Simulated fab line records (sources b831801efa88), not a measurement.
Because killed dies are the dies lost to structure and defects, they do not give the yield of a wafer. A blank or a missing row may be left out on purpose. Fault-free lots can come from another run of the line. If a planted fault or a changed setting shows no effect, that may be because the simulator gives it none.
The same fault as seen by 2 desks + flow gf180mcu + each desk holds nothing but its own numbers, with what lay behind them at the end

== AT THE TOOL OWNER'S DESK: implanter-03 ==
For each lot that ran on this tool, the mean over its sampled wafers that have a number, from the tool's own readings at GF_LVPWELL_IMPLANT_08. Marked OUT: a lot whose mean sits more than 4 standard deviations from the usual mean, which makes it out of limits; the brackets give that distance.
Columns: A = dose-ions-cm2 at GF_LVPWELL_IMPLANT_08, usual 1.4999e+13; B = faraday-current-uA at GF_LVPWELL_IMPLANT_08, usual 84.7
| lot  | first seen here | A                            | B                       |
|------|-----------------|------------------------------|-------------------------|
| L948 | day 5 22:41     | 6.0244e+13 (+99 or more) OUT | 337.8 (+99 or more) OUT |
| L950 | day 6 10:59     | 6.0239e+13 (+99 or more) OUT | 342.0 (+99 or more) OUT |
| L962 | day 9 05:26     | 1.5007e+13                   | 84.2                    |
This desk's verdict: out of limits on L948, L950, starting with L948 at day 5 22:41 (dose-ions-cm2 at GF_LVPWELL_IMPLANT_08). L962: within limits.

== FROM THE METROLOGY DESK ==
What the gauges read for every lot (on any tool): the sampled wafers with a number, averaged. Marked OUT: a lot whose mean sits more than 4 standard deviations from the usual mean, which makes it out of limits; the brackets give that distance.
Columns: A = LVPWELL_TW at GF_LVPWELL_TW_MEAS_11, usual 558; B = LVPWELL_RS at GF_VT_IMPLANT_RS_MEAS_48, usual 1197 ohm/sq; C = HV_LDD_2_TW at GF_HV_LDD_TW_MEAS_23, usual 1059
| lot  | first seen here | A             | B                     | C    |
|------|-----------------|---------------|-----------------------|------|
| L941 | day 4 07:03     | 562           | 1198                  | 1059 |
| L942 | day 4 13:49     | 557           | 1191                  | 1064 |
| L948 | day 5 23:05     | 822 (+68) OUT | 585 (-99 or more) OUT | 1050 |
| L950 | day 6 11:22     | 828 (+69) OUT | 585 (-99 or more) OUT | 1059 |
| L951 | day 6 15:16     | 562           | 1195                  | 1059 |
| L952 | day 6 19:40     | 559           | 1202                  | 1066 |
| L953 | day 7 03:56     | 560           | 1197                  | 1055 |
| L955 | day 7 13:37     | 557           | 1197                  | 1053 |
| L956 | day 7 21:06     | 561           | 1193                  | 1064 |
| L958 | day 8 06:50     | 551           | 1198                  | 1071 |
| L959 | day 8 13:52     | 551           | 1201                  | 1048 |
| L962 | day 9 05:50     | 557           | 1195                  | 1054 |
This desk reports L948, L950 out of limits; the earliest was L948 at day 5 23:05 (LVPWELL_TW at GF_LVPWELL_TW_MEAS_11). L941, L942, L951, L952, L953, L955, L956, L958, L959, L962: within limits.

== BROUGHT TOGETHER ==
At day 5 22:41, on L948, L950, the tool owner's desk was in a position to raise an alarm.
Metrology desk: alarm possible at day 5 23:05 on L948, L950.
All the named lots went through GF_LVPWELL_IMPLANT_08 on implanter-03.

== WHAT THE SIMULATOR HAD INSERTED ==
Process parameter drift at GF_LVPWELL_IMPLANT_08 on implanter-03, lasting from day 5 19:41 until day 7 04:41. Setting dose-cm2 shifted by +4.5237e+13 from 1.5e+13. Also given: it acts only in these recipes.
Struck lots among those shown: L948, L950.
Fault start to first reading out of limits, in hours, per desk: tool owner, 3; metrology, 3.
